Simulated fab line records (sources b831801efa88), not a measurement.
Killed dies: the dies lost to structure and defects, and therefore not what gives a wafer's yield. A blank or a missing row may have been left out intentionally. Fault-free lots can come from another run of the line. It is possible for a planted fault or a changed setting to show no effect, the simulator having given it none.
Which tool was responsible? + flow gf180mcu + 36 wafers from 12 lots sampled at 4 of the route's 602 steps

## WHAT THE GAUGES SHOWED, per wafer
GF_V5_RS_MEAS_24: a four-point-probe measurement. Usual: V5_W_RS typically reads 0.328 ohm/sq, with standard deviation 0.0039.
| lot  | measured     | on            | V5_W_RS (ohm/sq)  | flag |
|------|--------------|---------------|-------------------|------|
| L260 | day 27 04:25 | film_metro-03 | 0.324 0.330 0.331 |      |
| L261 | day 27 12:50 | film_metro-04 | 0.324 0.328 0.332 |      |
| L262 | day 28 03:01 | film_metro-04 | 0.332 0.327 0.330 |      |
| L264 | day 28 19:13 | film_metro-04 | 0.326 0.327 0.328 |      |
| L269 | day 30 06:38 | film_metro-02 | 0.333 0.330 0.337 |      |
| L270 | day 30 10:08 | film_metro-02 | 0.324 0.332 0.325 |      |
| L271 | day 30 12:48 | film_metro-04 | 0.329 0.329 0.326 |      |
| L272 | day 31 04:11 | film_metro-03 | 0.324 0.323 0.325 |      |
| L273 | day 31 07:04 | film_metro-04 | 0.326 0.328 0.327 |      |
| L274 | day 31 11:57 | film_metro-02 | 0.329 0.322 0.325 |      |
| L277 | day 32 05:41 | film_metro-02 | 0.324 0.328 0.325 |      |
| L283 | day 33 15:16 | film_metro-03 | 0.333 0.336 0.337 |      |

GF_TOP_METAL_CD_MEAS_14: the cd target is 440 nm. Usual: 440.8 nm for cd_nm, sd 2.7.
| lot  | measured     | on        | cd_nm (nm)        | flag |
|------|--------------|-----------|-------------------|------|
| L260 | day 28 01:31 | cd_sem-01 | 438.0 438.7 438.9 |      |
| L261 | day 28 09:37 | cd_sem-01 | 433.6 433.8 435.5 |      |
| L262 | day 28 23:37 | cd_sem-01 | 441.4 441.1 442.2 |      |
| L264 | day 29 15:17 | cd_sem-01 | 440.6 441.0 439.9 |      |
| L269 | day 31 01:14 | cd_sem-01 | 442.8 442.3 441.6 |      |
| L270 | day 31 05:34 | cd_sem-01 | 437.2 434.7 436.7 |      |
| L271 | day 31 06:56 | cd_sem-02 | 442.9 443.5 445.8 |      |
| L272 | day 31 22:05 | cd_sem-01 | 438.3 437.3 440.0 |      |
| L273 | day 32 01:08 | cd_sem-02 | 441.4 438.8 438.3 |      |
| L274 | day 32 05:15 | cd_sem-02 | 437.5 440.1 438.7 |      |
| L277 | day 32 23:16 | cd_sem-01 | 443.9 443.7 446.1 |      |
| L283 | day 34 08:50 | cd_sem-01 | 442.4 443.7 443.5 |      |

## EACH LOT AND THE TOOL THAT RAN IT (in order: tool; ch and the chambers of the sampled wafers; start)
| lot  | GF_V5_STRIP_18                       | GF_V5_CMP_26                  |
|------|--------------------------------------|-------------------------------|
| L260 | plasma_asher-01 ch 0,1, day 27 03:40 | cmp-02 ch 0,1,3, day 27 04:35 |
| L261 | plasma_asher-03 ch 0,1, day 27 12:04 | cmp-01 ch 0,2, day 27 13:09   |
| L262 | plasma_asher-04 ch 1, day 28 02:14   | cmp-02 ch 0,2,3, day 28 03:14 |
| L264 | plasma_asher-04 ch 0,1, day 28 18:26 | cmp-02 ch 1,2,3, day 28 19:26 |
| L269 | plasma_asher-01 ch 0,1, day 30 05:53 | cmp-01 ch 0,1,3, day 30 06:50 |
| L270 | plasma_asher-04 ch 0,1, day 30 09:23 | cmp-01 ch 1,3, day 30 10:20   |
| L271 | plasma_asher-04 ch 0,1, day 30 12:04 | cmp-01 ch 0,3, day 30 12:59   |
| L272 | plasma_asher-01 ch 0,1, day 31 03:07 | cmp-02 ch 0,1,3, day 31 04:22 |
| L273 | plasma_asher-01 ch 0,1, day 31 06:11 | cmp-02 ch 0,2,3, day 31 07:14 |
| L274 | plasma_asher-03 ch 0,1, day 31 11:11 | cmp-02 ch 0,1,3, day 31 12:13 |
| L277 | plasma_asher-03 ch 0,1, day 32 04:55 | cmp-02 ch 0,3, day 32 05:50   |
| L283 | plasma_asher-04 ch 0,1, day 33 14:31 | cmp-01 ch 1,2,3, day 33 16:55 |
- GF_V5_STRIP_18: strips in O2/N2.
- GF_V5_CMP_26: polishes, stops on SiO2, t overpolish 15 s, target thk 0 nm.

## WHAT THE TOOLS THEMSELVES READ (means of the sampled wafers that have a number; where no wafer has one, the mark that the record gives instead)
GF_V5_STRIP_18. Usual: drypump_motor_current_A 5.64 A, standard deviation 0.29; heater_power_w 379 W, standard deviation 32; oes_product_au 0.568 a.u., standard deviation 0.0051.
| lot  | tool            | drypump_motor_current_A (A) | heater_power_w (W) | oes_product_au (a.u.) | flag |
|------|-----------------|-----------------------------|--------------------|-----------------------|------|
| L260 | plasma_asher-01 | 5.45                        | 333                | 0.569                 |      |
| L261 | plasma_asher-03 | 5.91                        | 376                | 0.564                 |      |
| L262 | plasma_asher-04 | 5.58                        | 421                | 0.565                 |      |
| L264 | plasma_asher-04 | 5.62                        | 395                | 0.571                 |      |
| L269 | plasma_asher-01 | 5.60                        | 357                | 0.567                 |      |
| L270 | plasma_asher-04 | 5.63                        | 400                | 0.563                 |      |
| L271 | plasma_asher-04 | 5.64                        | 404                | 0.564                 |      |
| L272 | plasma_asher-01 | 5.59                        | 359                | 0.570                 |      |
| L273 | plasma_asher-01 | 5.44                        | 331                | 0.571                 |      |
| L274 | plasma_asher-03 | 5.93                        | 375                | 0.570                 |      |
| L277 | plasma_asher-03 | 5.62                        | 361                | 0.570                 |      |
| L283 | plasma_asher-04 | 5.59                        | 409                | 0.567                 |      |

GF_V5_CMP_26. Usual: head_pressure_psi 3.500 psi, standard deviation 0.0073; motor_current_A 10.7 A, standard deviation 0.79; overpolish_run_s 15.000 s, standard deviation 0.01; time_to_endpoint_s 86 s, standard deviation 5.1.
| lot  | tool   | head_pressure_psi (psi) | motor_current_A (A) | overpolish_run_s (s) | time_to_endpoint_s (s) | flag |
|------|--------|-------------------------|---------------------|----------------------|------------------------|------|
| L260 | cmp-02 | 3.505                   | 11.9                | 14.996               | 88                     |      |
| L261 | cmp-01 | 3.502                   | 10.0                | 15.002               | 88                     |      |
| L262 | cmp-02 | 3.500                   | 11.0                | 14.995               | 87                     |      |
| L264 | cmp-02 | 3.498                   | 11.2                | 15.000               | 91                     |      |
| L269 | cmp-01 | 3.495                   | 10.4                | 15.013               | 82                     |      |
| L270 | cmp-01 | 3.507                   | 10.9                | 20.569               | 84                     | OFF  |
| L271 | cmp-01 | 3.501                   | 9.7                 | 20.569               | 81                     | OFF  |
| L272 | cmp-02 | 3.503                   | 11.5                | 14.999               | 84                     |      |
| L273 | cmp-02 | 3.496                   | 10.8                | 14.991               | 84                     |      |
| L274 | cmp-02 | 3.496                   | 11.7                | 15.002               | 87                     |      |
| L277 | cmp-02 | 3.506                   | 11.4                | 15.000               | 86                     |      |
| L283 | cmp-01 | 3.500                   | 11.0                | 15.006               | 83                     |      |

## THE ANSWER, worked out from the rows above alone
Rule: take the mean of a lot's wafers that have a number; if it is more than 3 standard deviations from the usual mean, the lot is off. A lot without any number at a reading at which 4 lots or more have one is off too. Where the step has rows for the other lots, those lots are counted as sound. Order of review: gauges by route order, followed by the tools' own readings, for which a lot's mean as printed above is used. The first step at which some lot is off is used, and at that step the reading that is off furthest; a lot without a number counts as furthest.
Off: L270, L271, at GF_V5_CMP_26 (overpolish_run_s).
A tool fits if, at that step or a process step before it, it ran every lot that is off, and no sound lot after the first of them. Of those tried, none fits.

## WHAT HAD BEEN PUT IN BY THE SIMULATOR
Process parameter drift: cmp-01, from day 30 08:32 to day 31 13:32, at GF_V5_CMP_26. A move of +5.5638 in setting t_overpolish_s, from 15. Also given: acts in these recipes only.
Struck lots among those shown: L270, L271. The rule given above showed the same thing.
